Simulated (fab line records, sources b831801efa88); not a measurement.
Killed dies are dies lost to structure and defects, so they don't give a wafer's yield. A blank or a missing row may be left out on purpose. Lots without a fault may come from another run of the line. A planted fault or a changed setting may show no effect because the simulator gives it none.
One fault seen from 2 desks | flow gf180mcu | each desk has only its own numbers; what lay behind them comes last

THE METROLOGY DESK
What the gauges read, lot by lot, whatever tool the lot ran on: means of the sampled wafers that have a number. A lot is out of limits, marked OUT, if its mean lies more than 4 standard deviations from the usual mean; the brackets give that distance. Of its 13 readings 7 are shown: those that lie furthest out on some lot.
Columns: A = cd_nm at GF_PSD_CD_MEAS_07, usual 401.2 nm; B = PSD_TW at GF_PSD_TW_MEAS_11, usual 3217; C = NSD_RS at GF_PSD_RS_MEAS_14, usual 46.11 ohm/sq; D = PSD_RS at GF_PSD_RS_MEAS_15, usual 107.09 ohm/sq; E = cd_nm at GF_SAB_CD_MEAS_09, usual 419.5 nm; F = SALICIDE_TIN_RS at GF_SALICIDE_RS_MEAS_04, usual 16.4 ohm/sq; G = SALICIDE_TIN_THK at GF_SALICIDE_THK_MEAS_05, usual 19.86 nm
lot  | first seen here | A     | B    | C     | D      | E     | F    | G
L580 | day 15 03:46    | 403.7 | 3256 | 46.06 | 106.91 | 419.8 | 16.4 | 19.49
L584 | day 16 20:19    | 402.6 | 3213 | 46.28 | 107.44 | 415.4 | 17.1 | 19.88
L591 | day 19 06:17    | 401.0 | 3179 | 46.12 | 107.15 | 421.2 | 16.1 | 19.84
L593 | day 19 22:35    | 401.4 | 3272 | 46.08 | 106.89 | 416.5 | 16.3 | 20.06
L597 | day 21 06:55    | 397.7 | 3199 | 46.09 | 107.19 | 421.1 | 16.4 | 20.12
L600 | day 22 10:20    | 405.6 | 3173 | 46.09 | 107.00 | 419.6 | 16.6 | 19.78
This desk's finding: nothing out of limits on any of the 6 lots.

THE TOOL OWNER'S DESK: pecvd-04
The tool's own readings at GF_SAB_CVD_00 (deposits SiO2 from TEOS, target thk 50 nm, time 4.9302 s): means of the sampled wafers that have a number, for each lot that ran on this tool. A lot is out of limits, marked OUT, if its mean lies more than 4 standard deviations from the usual mean; the brackets give that distance.
Columns: A = heater_power_w at GF_SAB_CVD_00, usual 680 W; B = susceptor_temp_C at GF_SAB_CVD_00, usual 399.98 C
lot  | first seen here | A   | B
L591 | day 19 07:05    | 653 | 399.81
L593 | day 19 23:24    | 588 | 400.05
L600 | day 22 11:09    | 676 | 399.92
This desk's finding: nothing out of limits on any of the 3 lots.

PUT TOGETHER
The metrology desk saw nothing out of limits.
The tool owner's desk saw nothing out of limits.

WHAT THE SIMULATOR HAD PUT IN
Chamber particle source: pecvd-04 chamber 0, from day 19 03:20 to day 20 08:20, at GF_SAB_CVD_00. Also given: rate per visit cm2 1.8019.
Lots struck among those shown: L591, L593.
